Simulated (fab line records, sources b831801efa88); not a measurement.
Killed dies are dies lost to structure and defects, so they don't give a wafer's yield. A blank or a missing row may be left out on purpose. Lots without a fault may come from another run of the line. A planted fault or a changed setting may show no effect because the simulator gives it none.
Which tool did it? | flow sfq_line | 14 lots, 42 wafers sampled, at 2 steps of a route of 325

WHAT THE GAUGES READ, wafer by wafer
SFQ_M2_RS_MEAS_914: measures by four-point-probe.
lot  | measured     | on            | M2_NB_RS (ohm/sq)
L894 | day 16 22:21 | film_metro-01 | 0.890 0.887 0.891
L895 | day 17 11:32 | film_metro-04 | 0.887 0.888 0.883
L896 | day 18 01:56 | film_metro-01 | 0.899 0.892 0.899
L897 | day 18 15:53 | film_metro-01 | 0.871 0.881 0.871
L905 | day 21 10:22 | film_metro-01 | 0.902 0.639 0.637 0.903 0.640 0.637
L906 | day 21 15:08 | film_metro-01 | 0.888 0.632 0.637 0.885 0.634 0.638
L907 | day 21 17:31 | film_metro-03 | 0.877 0.885 0.887
L908 | day 21 21:07 | film_metro-03 | 0.904 0.903 0.894
L910 | day 22 13:19 | film_metro-04 | 0.899 0.904 0.901
L912 | day 22 22:20 | film_metro-03 | 0.900 0.901 0.893
L914 | day 23 05:31 | film_metro-01 | 0.893 0.883 0.887
L915 | day 23 07:55 | film_metro-01 | 0.891 0.895 0.898
L916 | day 23 17:35 | film_metro-04 | 0.891 0.890 0.890
L917 | day 23 20:55 | film_metro-01 | 0.890 0.897 0.897

WHICH TOOL RAN EACH LOT (tool, then ch and the chambers of the sampled wafers, then the start)
lot  | SFQ_TRILAYER_M2_DEP_SPUTTER_055
L894 | pvd_sputter-04, day 16 22:14
L895 | pvd_sputter-05, day 17 11:27
L896 | pvd_sputter-05, day 18 01:50
L897 | pvd_sputter-03, day 18 15:47
L905 | pvd_sputter-03, day 21 10:15
L906 | pvd_sputter-03, day 21 15:02
L907 | pvd_sputter-05, day 21 17:26
L908 | pvd_sputter-04, day 21 21:02
L910 | pvd_sputter-04, day 22 13:14
L912 | pvd_sputter-04, day 22 22:14
L914 | pvd_sputter-04, day 23 05:26
L915 | pvd_sputter-04, day 23 07:50
L916 | pvd_sputter-04, day 23 17:27
L917 | pvd_sputter-05, day 23 20:50
- SFQ_TRILAYER_M2_DEP_SPUTTER_055: material Nb, target thk 200 nm, time 133.3 s.

WHAT THE TOOLS THEMSELVES READ (means of the sampled wafers that have a number; where no wafer has one, the mark that the record gives instead)
SFQ_TRILAYER_M2_DEP_SPUTTER_055.
lot  | tool           | throttle_valve_pct (%)
L894 | pvd_sputter-04 | 29.2
L895 | pvd_sputter-05 | 30.0
L896 | pvd_sputter-05 | 30.6
L897 | pvd_sputter-03 | 29.7
L905 | pvd_sputter-03 | 28.1
L906 | pvd_sputter-03 | 29.9
L907 | pvd_sputter-05 | 30.0
L908 | pvd_sputter-04 | 29.5
L910 | pvd_sputter-04 | 29.6
L912 | pvd_sputter-04 | 29.5
L914 | pvd_sputter-04 | 29.2
L915 | pvd_sputter-04 | 28.8
L916 | pvd_sputter-04 | 29.7
L917 | pvd_sputter-05 | 30.3

THE ANSWER, worked out from the rows above alone
Rule: what is usual is taken from the lots themselves. Put in order of their means at a reading, lots are off if they are a third of the lots or fewer, leave a main group of 4 or more, and stand apart from it by a gap of 3 or more times the standard deviation of the main group's means; of several such gaps the widest counts. A main group whose means are all the same, to the digits that the tables above print for the reading, isn't used. A lot without any number at a reading at which 4 lots or more have one is off too. The other lots that the step has rows for count as sound. The gauges are gone through in route order, then the tools' own readings, and for those a lot's mean is taken as printed above. The first step at which some lot is off is used, and at that step the reading that is off furthest; a lot without a number counts as furthest.
Off: L905, L906, at SFQ_M2_RS_MEAS_914 (M2_NB_RS). The main group: mean 0.891 ohm/sq, standard deviation 0.0075.
A tool fits if, at a process step before that reading, it ran every lot that is off, and no sound lot after the first of them. The gauges at SFQ_M2_RS_MEAS_914 are tried like those tools. One fits: pvd_sputter-03 at SFQ_TRILAYER_M2_DEP_SPUTTER_055. Its last sound lot is L897 (day 18 15:47), its first lot that is off L905 (day 21 10:15): a fault that began between those two fits.

WHAT THE SIMULATOR HAD PUT IN
Process parameter drift: pvd_sputter-03, from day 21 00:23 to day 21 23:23, at SFQ_TRILAYER_M2_DEP_SPUTTER_055. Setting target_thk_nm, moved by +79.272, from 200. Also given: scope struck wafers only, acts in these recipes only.
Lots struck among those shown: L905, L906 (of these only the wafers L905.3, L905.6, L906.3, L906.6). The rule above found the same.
